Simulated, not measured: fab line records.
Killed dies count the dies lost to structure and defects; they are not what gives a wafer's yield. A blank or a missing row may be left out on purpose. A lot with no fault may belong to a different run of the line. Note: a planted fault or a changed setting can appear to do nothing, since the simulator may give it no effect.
Which tool is to blame? / flow gf180mcu / 12 lots, 36 wafers sampled, at 5 steps of a route of 602

== WHAT EACH GAUGE READ, for each wafer ==
GF_VT_IMPLANT_OVL_MEAS_07. Usual: VT_IMPLANT_OVL typically reads 0.1 nm, with standard deviation 0.94.
lot=L859; measured=day 5 17:05; on=overlay-01; VT_IMPLANT_OVL (nm)=0.2 -0.4 0.0; flag=
lot=L863; measured=day 7 00:33; on=overlay-02; VT_IMPLANT_OVL (nm)=0.3 0.6 1.4; flag=
lot=L866; measured=day 7 20:04; on=overlay-01; VT_IMPLANT_OVL (nm)=0.3 -0.5 0.0; flag=
lot=L872; measured=day 9 00:52; on=overlay-02; VT_IMPLANT_OVL (nm)=0.2 -0.3 0.4; flag=
lot=L873; measured=day 9 06:13; on=overlay-01; VT_IMPLANT_OVL (nm)=-1.4 -0.8 -0.5; flag=
lot=L874; measured=day 9 11:14; on=overlay-01; VT_IMPLANT_OVL (nm)=-0.1 0.4 1.5; flag=
lot=L875; measured=day 9 16:47; on=overlay-01; VT_IMPLANT_OVL (nm)=0.2 0.7 -0.5; flag=
lot=L876; measured=day 10 00:20; on=overlay-01; VT_IMPLANT_OVL (nm)=-0.5 -0.6 -2.0; flag=
lot=L878; measured=day 10 13:25; on=overlay-01; VT_IMPLANT_OVL (nm)=-0.9 -0.8 -0.4; flag=
lot=L879; measured=day 10 19:32; on=overlay-01; VT_IMPLANT_OVL (nm)=1.7 0.5 0.9; flag=
lot=L880; measured=day 11 00:20; on=overlay-01; VT_IMPLANT_OVL (nm)=0.9 1.7 1.0; flag=
lot=L882; measured=day 11 14:43; on=overlay-02; VT_IMPLANT_OVL (nm)=2.1 1.9 0.6; flag=

GF_SALICIDE_RS_MEAS_04: the measuring method here is four-point-probe. Usual: SALICIDE_TIN_RS typically reads 16.61 ohm/sq, with standard deviation 0.27.
lot=L859; measured=day 14 11:38; on=filmMetro-01; SALICIDE_TIN_RS (ohm/sq)=16.49 16.75 16.33; flag=
lot=L863; measured=day 16 07:55; on=filmMetro-02; SALICIDE_TIN_RS (ohm/sq)=16.62 16.95 16.29; flag=
lot=L866; measured=day 17 13:55; on=filmMetro-01; SALICIDE_TIN_RS (ohm/sq)=16.44 16.86 16.84; flag=
lot=L872; measured=day 19 14:43; on=filmMetro-04; SALICIDE_TIN_RS (ohm/sq)=16.31 16.00 16.34; flag=
lot=L873; measured=day 19 16:16; on=filmMetro-04; SALICIDE_TIN_RS (ohm/sq)=16.45 16.81 16.74; flag=
lot=L874; measured=day 20 00:33; on=filmMetro-02; SALICIDE_TIN_RS (ohm/sq)=16.95 16.93 16.70; flag=
lot=L875; measured=day 20 06:59; on=filmMetro-01; SALICIDE_TIN_RS (ohm/sq)=16.28 16.35 16.24; flag=
lot=L876; measured=day 20 20:14; on=filmMetro-02; SALICIDE_TIN_RS (ohm/sq)=16.74 16.49 16.36; flag=
lot=L878; measured=day 21 11:47; on=filmMetro-04; SALICIDE_TIN_RS (ohm/sq)=16.35 16.30 16.61; flag=
lot=L879; measured=day 22 01:13; on=filmMetro-01; SALICIDE_TIN_RS (ohm/sq)=16.37 16.42 16.78; flag=
lot=L880; measured=day 22 00:38; on=filmMetro-02; SALICIDE_TIN_RS (ohm/sq)=16.69 16.79 16.70; flag=
lot=L882; measured=day 22 20:34; on=filmMetro-02; SALICIDE_TIN_RS (ohm/sq)=16.39 16.87 16.89; flag=

GF_V1_OVL_MEAS_15. Usual: V1_OVL typically reads 1 nm, with standard deviation 4.9.
lot=L859; measured=day 17 10:17; on=overlay-01; V1_OVL (nm)=-2 1 -5; flag=
lot=L863; measured=day 19 09:48; on=overlay-01; V1_OVL (nm)=0 4 -4; flag=
lot=L866; measured=day 20 16:17; on=overlay-02; V1_OVL (nm)=2 2 0; flag=
lot=L872; measured=day 22 17:34; on=overlay-02; V1_OVL (nm)=-7 -10 -7; flag=
lot=L873; measured=day 22 19:08; on=overlay-01; V1_OVL (nm)=2 -2 -2; flag=
lot=L874; measured=day 23 05:32; on=overlay-02; V1_OVL (nm)=4 1 2; flag=
lot=L875; measured=day 23 11:02; on=overlay-01; V1_OVL (nm)=5 4 0; flag=
lot=L876; measured=day 23 23:53; on=overlay-01; V1_OVL (nm)=8 1 6; flag=
lot=L878; measured=day 24 12:28; on=overlay-01; V1_OVL (nm)=-10 0 1; flag=
lot=L879; measured=day 25 03:43; on=overlay-02; V1_OVL (nm)=4 7 11; flag=
lot=L880; measured=day 25 01:37; on=overlay-02; V1_OVL (nm)=-3 3 -2; flag=
lot=L882; measured=day 25 20:35; on=overlay-01; V1_OVL (nm)=5 1 8; flag=

== EACH LOT AND THE TOOL THAT RAN IT (in order: tool; ch and the chambers of the sampled wafers; start) ==
lot=L859; GF_MVSD_STRIP_10=plasmaAsher-01 ch 0,1, day 4 12:44; GF_MVPSD_STRIP_10=plasmaAsher-04 ch 0,1, day 5 02:50
lot=L863; GF_MVSD_STRIP_10=plasmaAsher-01 ch 0,1, day 5 18:41; GF_MVPSD_STRIP_10=plasmaAsher-02 ch 0,1, day 6 09:36
lot=L866; GF_MVSD_STRIP_10=plasmaAsher-04 ch 0,1, day 6 12:35; GF_MVPSD_STRIP_10=plasmaAsher-04 ch 0,1, day 7 04:37
lot=L872; GF_MVSD_STRIP_10=plasmaAsher-01 ch 0,1, day 7 15:52; GF_MVPSD_STRIP_10=plasmaAsher-04 ch 0,1, day 8 08:33
lot=L873; GF_MVSD_STRIP_10=plasmaAsher-01 ch 0,1, day 7 19:59; GF_MVPSD_STRIP_10=plasmaAsher-02 ch 0,1, day 8 12:48
lot=L874; GF_MVSD_STRIP_10=plasmaAsher-03 ch 0,1, day 8 01:50; GF_MVPSD_STRIP_10=plasmaAsher-04 ch 0,1, day 8 18:47
lot=L875; GF_MVSD_STRIP_10=plasmaAsher-03 ch 0,1, day 8 07:25; GF_MVPSD_STRIP_10=plasmaAsher-04 ch 0,1, day 8 23:55
lot=L876; GF_MVSD_STRIP_10=plasmaAsher-04 ch 0,1, day 8 13:43; GF_MVPSD_STRIP_10=plasmaAsher-01 ch 0,1, day 9 06:41
lot=L878; GF_MVSD_STRIP_10=plasmaAsher-01 ch 0,1, day 9 02:40; GF_MVPSD_STRIP_10=plasmaAsher-04 ch 1, day 9 19:54
lot=L879; GF_MVSD_STRIP_10=plasmaAsher-01 ch 0,1, day 9 07:01; GF_MVPSD_STRIP_10=plasmaAsher-04 ch 0,1, day 10 01:19
lot=L880; GF_MVSD_STRIP_10=plasmaAsher-03 ch 0,1, day 9 12:14; GF_MVPSD_STRIP_10=plasmaAsher-01 ch 0,1, day 10 06:02
lot=L882; GF_MVSD_STRIP_10=plasmaAsher-01 ch 0,1, day 10 00:58; GF_MVPSD_STRIP_10=plasmaAsher-02 ch 0,1, day 10 20:05
- GF_MVSD_STRIP_10: strips in O2/N2.
- GF_MVPSD_STRIP_10: strips in O2/N2.

== AS READ BY THE TOOLS THEMSELVES (means over the sampled wafers that have a number; for cases with no such wafer, the mark the record gives instead) ==
GF_MVSD_STRIP_10. Usual: drypumpMotorCurrentA 5.69 A, standard deviation 0.25; heaterPowerW 331 W, standard deviation 36; n2FlowSccm 300.1 sccm, standard deviation 0.93; oesProductAu 0.724 a.u., standard deviation 0.0045; stripTimeToEndpointS 36.93 s, standard deviation 0.1.
lot=L859; tool=plasmaAsher-01; drypumpMotorCurrentA (A)=5.69; heaterPowerW (W)=357; n2FlowSccm (sccm)=299.6; oesProductAu (a.u.)=0.725; stripTimeToEndpointS (s)=36.99; flag=
lot=L863; tool=plasmaAsher-01; drypumpMotorCurrentA (A)=5.70; heaterPowerW (W)=349; n2FlowSccm (sccm)=300.1; oesProductAu (a.u.)=0.724; stripTimeToEndpointS (s)=36.73; flag=
lot=L866; tool=plasmaAsher-04; drypumpMotorCurrentA (A)=5.71; heaterPowerW (W)=325; n2FlowSccm (sccm)=299.5; oesProductAu (a.u.)=0.964; stripTimeToEndpointS (s)=-; flag=OFF
lot=L872; tool=plasmaAsher-01; drypumpMotorCurrentA (A)=5.58; heaterPowerW (W)=328; n2FlowSccm (sccm)=300.1; oesProductAu (a.u.)=0.723; stripTimeToEndpointS (s)=36.91; flag=
lot=L873; tool=plasmaAsher-01; drypumpMotorCurrentA (A)=5.69; heaterPowerW (W)=358; n2FlowSccm (sccm)=299.3; oesProductAu (a.u.)=0.723; stripTimeToEndpointS (s)=36.95; flag=
lot=L874; tool=plasmaAsher-03; drypumpMotorCurrentA (A)=5.94; heaterPowerW (W)=307; n2FlowSccm (sccm)=299.6; oesProductAu (a.u.)=0.727; stripTimeToEndpointS (s)=36.95; flag=
lot=L875; tool=plasmaAsher-03; drypumpMotorCurrentA (A)=5.70; heaterPowerW (W)=316; n2FlowSccm (sccm)=300.8; oesProductAu (a.u.)=0.724; stripTimeToEndpointS (s)=36.85; flag=
lot=L876; tool=plasmaAsher-04; drypumpMotorCurrentA (A)=5.70; heaterPowerW (W)=331; n2FlowSccm (sccm)=300.4; oesProductAu (a.u.)=0.725; stripTimeToEndpointS (s)=36.93; flag=
lot=L878; tool=plasmaAsher-01; drypumpMotorCurrentA (A)=5.69; heaterPowerW (W)=355; n2FlowSccm (sccm)=299.9; oesProductAu (a.u.)=0.724; stripTimeToEndpointS (s)=36.96; flag=
lot=L879; tool=plasmaAsher-01; drypumpMotorCurrentA (A)=5.66; heaterPowerW (W)=355; n2FlowSccm (sccm)=300.8; oesProductAu (a.u.)=0.727; stripTimeToEndpointS (s)=36.98; flag=
lot=L880; tool=plasmaAsher-03; drypumpMotorCurrentA (A)=5.69; heaterPowerW (W)=312; n2FlowSccm (sccm)=300.8; oesProductAu (a.u.)=0.720; stripTimeToEndpointS (s)=36.88; flag=
lot=L882; tool=plasmaAsher-01; drypumpMotorCurrentA (A)=5.58; heaterPowerW (W)=325; n2FlowSccm (sccm)=299.4; oesProductAu (a.u.)=0.726; stripTimeToEndpointS (s)=36.89; flag=

GF_MVPSD_STRIP_10. Usual: drypumpMotorCurrentA 5.70 A, standard deviation 0.25; heaterPowerW 332 W, standard deviation 27; n2FlowSccm 300.1 sccm, standard deviation 0.81; oesProductAu 0.723 a.u., standard deviation 0.0048; stripTimeToEndpointS 36.95 s, standard deviation 0.099.
lot=L859; tool=plasmaAsher-04; drypumpMotorCurrentA (A)=5.59; heaterPowerW (W)=313; n2FlowSccm (sccm)=299.5; oesProductAu (a.u.)=0.726; stripTimeToEndpointS (s)=36.90; flag=
lot=L863; tool=plasmaAsher-02; drypumpMotorCurrentA (A)=5.72; heaterPowerW (W)=334; n2FlowSccm (sccm)=300.1; oesProductAu (a.u.)=0.725; stripTimeToEndpointS (s)=36.92; flag=
lot=L866; tool=plasmaAsher-04; drypumpMotorCurrentA (A)=5.69; heaterPowerW (W)=331; n2FlowSccm (sccm)=299.6; oesProductAu (a.u.)=0.720; stripTimeToEndpointS (s)=38.70; flag=OFF
lot=L872; tool=plasmaAsher-04; drypumpMotorCurrentA (A)=5.70; heaterPowerW (W)=325; n2FlowSccm (sccm)=300.5; oesProductAu (a.u.)=0.727; stripTimeToEndpointS (s)=36.89; flag=
lot=L873; tool=plasmaAsher-02; drypumpMotorCurrentA (A)=5.99; heaterPowerW (W)=331; n2FlowSccm (sccm)=299.3; oesProductAu (a.u.)=0.726; stripTimeToEndpointS (s)=36.88; flag=
lot=L874; tool=plasmaAsher-04; drypumpMotorCurrentA (A)=5.69; heaterPowerW (W)=332; n2FlowSccm (sccm)=300.4; oesProductAu (a.u.)=0.725; stripTimeToEndpointS (s)=36.89; flag=
lot=L875; tool=plasmaAsher-04; drypumpMotorCurrentA (A)=5.71; heaterPowerW (W)=328; n2FlowSccm (sccm)=300.3; oesProductAu (a.u.)=0.721; stripTimeToEndpointS (s)=36.97; flag=
lot=L876; tool=plasmaAsher-01; drypumpMotorCurrentA (A)=5.59; heaterPowerW (W)=335; n2FlowSccm (sccm)=300.5; oesProductAu (a.u.)=0.720; stripTimeToEndpointS (s)=37.14; flag=
lot=L878; tool=plasmaAsher-04; drypumpMotorCurrentA (A)=5.49; heaterPowerW (W)=323; n2FlowSccm (sccm)=300.2; oesProductAu (a.u.)=0.726; stripTimeToEndpointS (s)=37.03; flag=
lot=L879; tool=plasmaAsher-04; drypumpMotorCurrentA (A)=5.72; heaterPowerW (W)=327; n2FlowSccm (sccm)=300.1; oesProductAu (a.u.)=0.718; stripTimeToEndpointS (s)=36.93; flag=
lot=L880; tool=plasmaAsher-01; drypumpMotorCurrentA (A)=5.70; heaterPowerW (W)=355; n2FlowSccm (sccm)=300.2; oesProductAu (a.u.)=0.727; stripTimeToEndpointS (s)=36.99; flag=
lot=L882; tool=plasmaAsher-02; drypumpMotorCurrentA (A)=6.00; heaterPowerW (W)=326; n2FlowSccm (sccm)=300.1; oesProductAu (a.u.)=0.724; stripTimeToEndpointS (s)=37.04; flag=

== THE ANSWER, worked out from the rows above alone ==
Rule: a lot counts as off when the mean over its wafers that have a number is more than 3 standard deviations away from the usual mean. Also off: a lot with no number at a reading for which 4 or more lots have one. Any other lot the step has rows for is counted as sound. Order of review: gauges by route order, followed by the tools' own readings, for which a lot's mean as printed above is used. The first step at which some lot is off is used, and at that step the reading that is off furthest; a lot without a number counts as furthest.
Off: L866, at GF_MVSD_STRIP_10 (stripTimeToEndpointS). Without a number there: L866.
If a tool, at that step or one of the process steps before it, ran each lot that is off and ran no sound lot following the first of them, it fits. Of those tried, none fits.

== WHAT WAS PUT IN BY THE SIMULATOR ==
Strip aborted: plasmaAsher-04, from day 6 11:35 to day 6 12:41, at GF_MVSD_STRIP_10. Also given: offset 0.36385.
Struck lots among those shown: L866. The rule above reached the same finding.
